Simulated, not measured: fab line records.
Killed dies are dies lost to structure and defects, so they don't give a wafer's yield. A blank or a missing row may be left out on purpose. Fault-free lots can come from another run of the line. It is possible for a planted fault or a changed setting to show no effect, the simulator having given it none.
Code-filled problem report in 8D (eight disciplines) form    flow sfq_line    the parts of the form that need people (team, actions taken, sign-off) are left out

== 1. PROBLEM STATEMENT ==
SFQ_TRILAYER_I4_METRO_MEASURE_101, thk_nm: mean 220.7 nm over 1 wafer from 1 lot; wafers with no fault: 199.5 nm, standard deviation 0.9. Measured from the usual mean, that is +24 standard deviations.
First observed at day 52 23:53: wafer L608.4, on film_metro-01. Wafers with a number at this step in the record: 39, from 13 lots. By rule, "out" or "out of limits" means more than 4 standard deviations away from the usual mean. The other wafers with a number count as sound.

== 2. WHAT IT IS; WHAT IT IS NOT ==
question                     is                 is not
which readings at this step  thk_nm             -
which lots                   L608               L595, L596, L598, L601, L602, L603, L607, L609, L610, L611, L616, L617
which wafers of those lots   L608.4             L608.2, L608.3
read on which tools          film_metro-01      film_metro-02, film_metro-03
when                         from day 52 23:53  up to then (26 sound wafers); but 12 sound wafers of L610, L611, L616, L617 came after

== 3. THE SUSPECTS, EACH WITH WHAT RULES IT OUT ==
Counting: a tool at a process step up to the reading stays a suspect if it ran every lot that is out. Sound lots after the first of them don't rule it out here, since some wafers of a struck lot are sound.
- cmp-01 at SFQ_TRILAYER_I4_CMP_CMP_100 (polishes SiO2): kept. It ran the lot that is out, L608 (day 52 17:48); its last sound lot up to then is L603 (day 52 01:44).
- film_metro-01 at SFQ_TRILAYER_I4_METRO_MEASURE_101: kept. It ran the lot that is out, L608 (day 52 23:53); its last sound lot up to then is L603 (day 52 04:03). Out on those wafers are its own readings of thk_nm.
- Within cmp-01 at SFQ_TRILAYER_I4_CMP_CMP_100: the wafers that are out ran in chamber 2; their sound lot-mates ran in chambers 1, 3.
The count leaves film_metro-01 at SFQ_TRILAYER_I4_METRO_MEASURE_101 and cmp-01 at SFQ_TRILAYER_I4_CMP_CMP_100.

== 4. THE CAUSE (what the simulator had put in) ==
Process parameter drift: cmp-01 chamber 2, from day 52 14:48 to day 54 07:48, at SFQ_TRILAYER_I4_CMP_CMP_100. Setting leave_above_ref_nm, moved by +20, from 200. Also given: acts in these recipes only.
Counting left 2 suspects, and this tool is among them.

== 5. SEQUENCE OF EFFECTS, ordered by route ==
Rows list readings where the struck wafers' mean (over those with a number) sits beyond 3 standard deviations from the usual. Scope: only readings with a usual standard deviation given in the record; hours: median across lots of the time from each lot's start at the first step in this table that gives one to its start at this step; sigmas: change in usual standard deviations.
hours  step                                   reading         usual       on struck wafers  change  sigmas
0      SFQ_TRILAYER_I4_METRO_MEASURE_101      thk_nm          199.5 nm    220.7             +21.2   +24
7      SFQ_TRILAYER_I4_VIA_ETCH_VIA_ETCH_106  oes_product_au  0.853 a.u.  0.899             +0.046  +9.4
Its process steps:
- SFQ_TRILAYER_I4_METRO_MEASURE_101
- SFQ_TRILAYER_I4_VIA_ETCH_VIA_ETCH_106: etches SiO2 in CHF3, stops on Nb, target depth 260 nm.

== 6. WHAT WOULD HAVE CAUGHT IT SOONER ==
9 hours passed between the start of the fault at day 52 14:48 and the first reading out of limits in this record, taken at day 52 23:53.
No tool reading at SFQ_TRILAYER_I4_CMP_CMP_100 that has a usual standard deviation in the record was out on any struck wafer, so an alarm limit of 4 standard deviations on those readings would not have fired.
The start of SFQ_TRILAYER_I4_CMP_CMP_100 on cmp-01 came by day 52 23:53 for every one of the lots that are out (1). None of them would have been spared by holding the tool at that moment.
